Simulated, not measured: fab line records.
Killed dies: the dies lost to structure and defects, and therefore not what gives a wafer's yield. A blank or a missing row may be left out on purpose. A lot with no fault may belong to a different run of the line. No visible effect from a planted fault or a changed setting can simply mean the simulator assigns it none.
2 desks, one fault | flow gf180mcu | every desk sees just its own numbers, and what lay behind them comes last

== FROM THE METROLOGY DESK ==
Means of the sampled wafers that have a number, per lot and without regard to the tool the lot ran on: this is what the gauges read. If a lot's mean is further than 4 standard deviations from the usual mean, the lot is out of limits and carries the mark OUT (the distance appears in the brackets).
Columns: A = V5_W_THK at GF_V5_THK_MEAS_25, usual 343 nm
lot  | first seen here | A
L522 | day 27 07:30    | 342
L523 | day 27 17:04    | 343
L525 | day 28 08:40    | 348
L526 | day 28 23:10    | 336
L527 | day 29 01:07    | 347
L528 | day 29 10:29    | 341
L531 | day 29 22:32    | 335
L535 | day 31 11:01    | 340
L536 | day 31 16:22    | 336
L539 | day 32 09:11    | 343
L540 | day 32 14:30    | 345
L542 | day 33 03:57    | 341
L544 | day 33 12:28    | 347
L545 | day 33 18:31    | 353
This desk's finding: nothing out of limits on any of the 14 lots.

== AT THE TOOL OWNER'S DESK: pvdSputter-03 ==
At GF_V5_SPUTTER_22 (material TiN, target thk 10 nm, time 40 s) the tool's own readings: per lot run on this tool, the mean of the sampled wafers that have a number. If a lot's mean is further than 4 standard deviations from the usual mean, the lot is out of limits and carries the mark OUT (the distance appears in the brackets).
Columns: A = cathodeDcPowerW at GF_V5_SPUTTER_22, usual 4000.0 W; B = chamberPressurePa at GF_V5_SPUTTER_22, usual 5.000 Pa; C = throttleValvePct at GF_V5_SPUTTER_22, usual 30.0 %
lot  | first seen here | A                        | B     | C
L523 | day 27 16:47    | 4000.0                   | 4.998 | 29.8
L525 | day 28 08:23    | 4000.2                   | 5.007 | 30.4
L526 | day 28 22:52    | 4000.1                   | 5.002 | 30.3
L535 | day 31 10:44    | 3845.0 (-99 or more) OUT | 5.003 | 30.2
L536 | day 31 16:04    | 3844.3 (-99 or more) OUT | 5.002 | 30.6
This desk finds L535, L536 out of limits, L535 being first, at day 31 10:44 (cathodeDcPowerW at GF_V5_SPUTTER_22). L523, L525, L526 stayed within limits.

== ALL TOGETHER ==
The tool owner's desk could have raised an alarm at day 31 10:44, on L535, L536.
From the metrology desk's view, nothing was out of limits.
The metrology desk has L535, L536 on record, within its limits.
GF_V5_SPUTTER_22 was run on pvdSputter-03 by each of the lots named.

== WHAT THE SIMULATOR PUT IN ==
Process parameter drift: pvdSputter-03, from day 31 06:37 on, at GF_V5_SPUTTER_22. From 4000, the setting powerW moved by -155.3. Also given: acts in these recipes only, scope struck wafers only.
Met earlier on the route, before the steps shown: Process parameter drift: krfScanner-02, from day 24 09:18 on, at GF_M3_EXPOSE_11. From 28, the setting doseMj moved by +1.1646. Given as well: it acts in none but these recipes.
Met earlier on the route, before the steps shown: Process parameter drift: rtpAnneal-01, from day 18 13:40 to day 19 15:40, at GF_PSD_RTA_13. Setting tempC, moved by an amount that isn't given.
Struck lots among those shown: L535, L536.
Delay in hours, fault start to first out-of-limits reading, by desk: the tool owner's desk at 4.
